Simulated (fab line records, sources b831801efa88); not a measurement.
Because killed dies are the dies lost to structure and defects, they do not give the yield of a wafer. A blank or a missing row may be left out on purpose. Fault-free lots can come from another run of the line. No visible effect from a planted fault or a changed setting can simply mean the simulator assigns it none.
Which tool is to blame? + flow gf180mcu + 14 lots with 42 wafers sampled at 4 steps, on a route of 602 steps

== WHAT THE GAUGES READ, wafer by wafer ==
GF_HV_LDD_OVL_MEAS_32. Usual: for HV_LDD_02_OVL the level is -0.6 nm and the standard deviation is 1.5.
| lot  | measured     | on         | HV_LDD_02_OVL (nm) | flag |
|------|--------------|------------|--------------------|------|
| L602 | day 11 10:18 | overlay-01 | -1.3 -2.5 -2.6     |      |
| L603 | day 11 22:51 | overlay-01 | -1.6 -4.1 -3.0     |      |
| L605 | day 12 06:01 | overlay-02 | -2.1 0.0 -0.4      |      |
| L604 | day 12 07:12 | overlay-01 | -1.9 -0.6 -2.7     |      |
| L606 | day 12 23:39 | overlay-01 | 1.5 -2.1 -0.4      |      |
| L609 | day 13 14:14 | overlay-02 | -1.0 -2.2 -3.5     |      |
| L610 | day 13 21:38 | overlay-02 | 0.8 2.0 -0.1       |      |
| L611 | day 14 12:48 | overlay-02 | 0.6 -0.7 0.6       |      |
| L612 | day 14 13:07 | overlay-01 | -2.7 -0.3 -0.6     |      |
| L613 | day 14 18:08 | overlay-02 | -0.7 0.5 -0.7      |      |
| L614 | day 15 06:00 | overlay-01 | 1.7 -0.5 0.4       |      |
| L618 | day 16 10:31 | overlay-01 | -2.7 -0.1 0.9      |      |
| L619 | day 17 01:24 | overlay-02 | -0.5 -0.3 -0.5     |      |
| L620 | day 17 11:34 | overlay-01 | 0.8 1.1 0.3        |      |

GF_NSD_TW_MEAS_12. Usual: for NSD_TW the level is 4258 and the standard deviation is 38.
| lot  | measured     | on            | NSD_TW         | flag |
|------|--------------|---------------|----------------|------|
| L602 | day 13 11:43 | film-metro-02 | 4233 4252 4261 |      |
| L603 | day 13 17:53 | film-metro-01 | 4222 4190 4218 |      |
| L605 | day 14 04:14 | film-metro-01 | 4209 4193 4198 |      |
| L604 | day 14 04:17 | film-metro-03 | 4263 4273 4292 |      |
| L606 | day 14 20:22 | film-metro-02 | 4223 4214 4210 |      |
| L609 | day 15 12:31 | film-metro-01 | 4256 4262 4235 |      |
| L610 | day 15 21:21 | film-metro-01 | 4260 4250 4233 |      |
| L611 | day 16 12:08 | film-metro-03 | 4305 4277 4315 |      |
| L612 | day 16 13:46 | film-metro-03 | 4283 4307 4319 |      |
| L613 | day 16 17:43 | film-metro-02 | 4226 4225 4249 |      |
| L614 | day 17 07:02 | film-metro-03 | 4307 4281 4307 |      |

== WHICH TOOL RAN EACH LOT (tool, then ch and the chambers of the sampled wafers, then the start) ==
| lot  | GF_HV_LDD_STRIP_22                   | GF_HV_LDD_STRIP_49                   |
|------|--------------------------------------|--------------------------------------|
| L602 | plasma-asher-02 ch 0,1, day 10 15:59 | plasma-asher-04 ch 0,1, day 12 05:35 |
| L603 | plasma-asher-04 ch 0,1, day 11 04:07 | plasma-asher-01 ch 0,1, day 12 18:10 |
| L605 | plasma-asher-01 ch 0,1, day 11 11:44 | plasma-asher-04 ch 0,1, day 13 02:49 |
| L604 | plasma-asher-02 ch 0,1, day 11 12:58 | plasma-asher-02 ch 0,1, day 13 03:38 |
| L606 | plasma-asher-01 ch 0,1, day 12 03:47 | plasma-asher-04 ch 1, day 13 20:34   |
| L609 | plasma-asher-02 ch 0,1, day 12 18:44 | plasma-asher-04 ch 0,1, day 14 11:40 |
| L610 | plasma-asher-02 ch 0,1, day 13 01:25 | plasma-asher-04 ch 0,1, day 14 19:31 |
| L611 | plasma-asher-04 ch 0,1, day 13 15:41 | plasma-asher-04 ch 0,1, day 15 10:11 |
| L612 | plasma-asher-02 ch 0,1, day 13 16:02 | plasma-asher-04 ch 0,1, day 15 11:10 |
| L613 | plasma-asher-02 ch 0,1, day 13 21:10 | plasma-asher-02 ch 0,1, day 15 16:26 |
| L614 | plasma-asher-04 ch 0,1, day 14 08:50 | plasma-asher-02 ch 0,1, day 16 05:11 |
| L618 | plasma-asher-04 ch 0,1, day 15 12:38 | plasma-asher-02 ch 0,1, day 17 09:55 |
| L619 | plasma-asher-02 ch 0,1, day 16 03:01 | plasma-asher-01 ch 0,1, day 18 01:36 |
| L620 | plasma-asher-02 ch 0,1, day 16 12:38 | plasma-asher-04 ch 0,1, day 18 11:52 |
- GF_HV_LDD_STRIP_22: strips in O2/N2.
- GF_HV_LDD_STRIP_49: strips in O2/N2.

== AS READ BY THE TOOLS THEMSELVES (means over the sampled wafers that have a number; for cases with no such wafer, the mark the record gives instead) ==
GF_HV_LDD_STRIP_22. Usual: chamber-pressure-mTorr 1500.1 mTorr, standard deviation 1.3; drypump-motor-current-A 5.4 A, standard deviation 0.52; heater-power-w 366 W, standard deviation 73; oes-product-au 0.716 a.u., standard deviation 0.0048; strip-time-to-endpoint-s 12.64 s, standard deviation 0.042.
| lot  | tool            | chamber-pressure-mTorr (mTorr) | drypump-motor-current-A (A) | heater-power-w (W) | oes-product-au (a.u.) | strip-time-to-endpoint-s (s) | flag |
|------|-----------------|--------------------------------|-----------------------------|--------------------|-----------------------|------------------------------|------|
| L602 | plasma-asher-02 | 1500.9                         | 5.6                         | 437                | 0.718                 | 12.69                        |      |
| L603 | plasma-asher-04 | 1500.3                         | 5.4                         | 310                | 0.714                 | 12.66                        |      |
| L605 | plasma-asher-01 | 1499.9                         | 5.5                         | 319                | 0.722                 | 12.62                        |      |
| L604 | plasma-asher-02 | 1500.7                         | 5.6                         | 439                | 0.718                 | 12.70                        |      |
| L606 | plasma-asher-01 | 1500.2                         | 5.6                         | 306                | 0.719                 | 12.61                        |      |
| L609 | plasma-asher-02 | 1500.5                         | 5.2                         | 392                | 0.711                 | 12.63                        |      |
| L610 | plasma-asher-02 | 1499.3                         | 5.3                         | 390                | 0.717                 | 12.61                        |      |
| L611 | plasma-asher-04 | 1498.1                         | 5.1                         | 351                | 0.713                 | 12.64                        |      |
| L612 | plasma-asher-02 | 1500.0                         | 5.3                         | 384                | 0.713                 | 12.63                        |      |
| L613 | plasma-asher-02 | 1500.0                         | 5.3                         | 391                | 0.717                 | 12.66                        |      |
| L614 | plasma-asher-04 | 1500.6                         | 5.1                         | 348                | 0.715                 | 12.59                        |      |
| L618 | plasma-asher-04 | 1500.0                         | 5.1                         | 349                | 0.717                 | 12.56                        |      |
| L619 | plasma-asher-02 | 1500.0                         | 5.6                         | 443                | 0.714                 | 12.62                        |      |
| L620 | plasma-asher-02 | 1500.4                         | 5.6                         | 437                | 0.718                 | 12.57                        |      |

GF_HV_LDD_STRIP_49. Usual: chamber-pressure-mTorr 1500.0 mTorr, standard deviation 1.5; drypump-motor-current-A 5.3 A, standard deviation 0.53; heater-power-w 359 W, standard deviation 71; oes-product-au 0.716 a.u., standard deviation 0.0043; strip-time-to-endpoint-s 12.63 s, standard deviation 0.036.
| lot  | tool            | chamber-pressure-mTorr (mTorr) | drypump-motor-current-A (A) | heater-power-w (W) | oes-product-au (a.u.) | strip-time-to-endpoint-s (s) | flag |
|------|-----------------|--------------------------------|-----------------------------|--------------------|-----------------------|------------------------------|------|
| L602 | plasma-asher-04 | 1501.0                         | 5.1                         | 349                | 0.717                 | 12.70                        |      |
| L603 | plasma-asher-01 | 1500.4                         | 5.6                         | 304                | 0.716                 | 12.63                        |      |
| L605 | plasma-asher-04 | 1500.2                         | 5.1                         | 350                | 0.716                 | 12.57                        |      |
| L604 | plasma-asher-02 | 1498.7                         | 5.6                         | 435                | 0.717                 | 12.61                        |      |
| L606 | plasma-asher-04 | 1500.4                         | 4.7                         | 388                | 0.715                 | 12.62                        |      |
| L609 | plasma-asher-04 | 1499.6                         | 5.4                         | 314                | 0.719                 | 12.63                        |      |
| L610 | plasma-asher-04 | 1500.9                         | 5.4                         | 312                | 0.713                 | 12.61                        |      |
| L611 | plasma-asher-04 | 1499.7                         | 5.4                         | 312                | 0.713                 | 12.68                        |      |
| L612 | plasma-asher-04 | 1499.5                         | 5.4                         | 309                | 0.719                 | 12.66                        |      |
| L613 | plasma-asher-02 | 1499.2                         | 5.6                         | 430                | 0.712                 | 12.59                        |      |
| L614 | plasma-asher-02 | 1499.1                         | 5.3                         | 392                | 0.715                 | 12.63                        |      |
| L618 | plasma-asher-02 | -                              | -                           | -                  | -                     | -                            | OFF  |
| L619 | plasma-asher-01 | -                              | -                           | -                  | -                     | -                            | OFF  |
| L620 | plasma-asher-04 | -                              | -                           | -                  | -                     | -                            | OFF  |

== THE ANSWER, worked out from the rows above alone ==
Rule: a lot counts as off when the mean over its wafers that have a number is more than 3 standard deviations away from the usual mean. A lot without any number at a reading at which 4 lots or more have one is off too. All remaining lots with rows at the step are treated as sound. Order of review: gauges by route order, followed by the tools' own readings, for which a lot's mean as printed above is used. At the first step where some lot is off, the reading lying furthest off is the one used; lots without a number count as furthest.
Off at GF_HV_LDD_STRIP_49 (chamber-pressure-mTorr): L618, L619, L620. Without a number there: L618, L619, L620.
If a tool, at that step or one of the process steps before it, ran each lot that is off and ran no sound lot following the first of them, it fits. No candidate that was tried fits.

== WHAT HAD BEEN PUT IN BY THE SIMULATOR ==
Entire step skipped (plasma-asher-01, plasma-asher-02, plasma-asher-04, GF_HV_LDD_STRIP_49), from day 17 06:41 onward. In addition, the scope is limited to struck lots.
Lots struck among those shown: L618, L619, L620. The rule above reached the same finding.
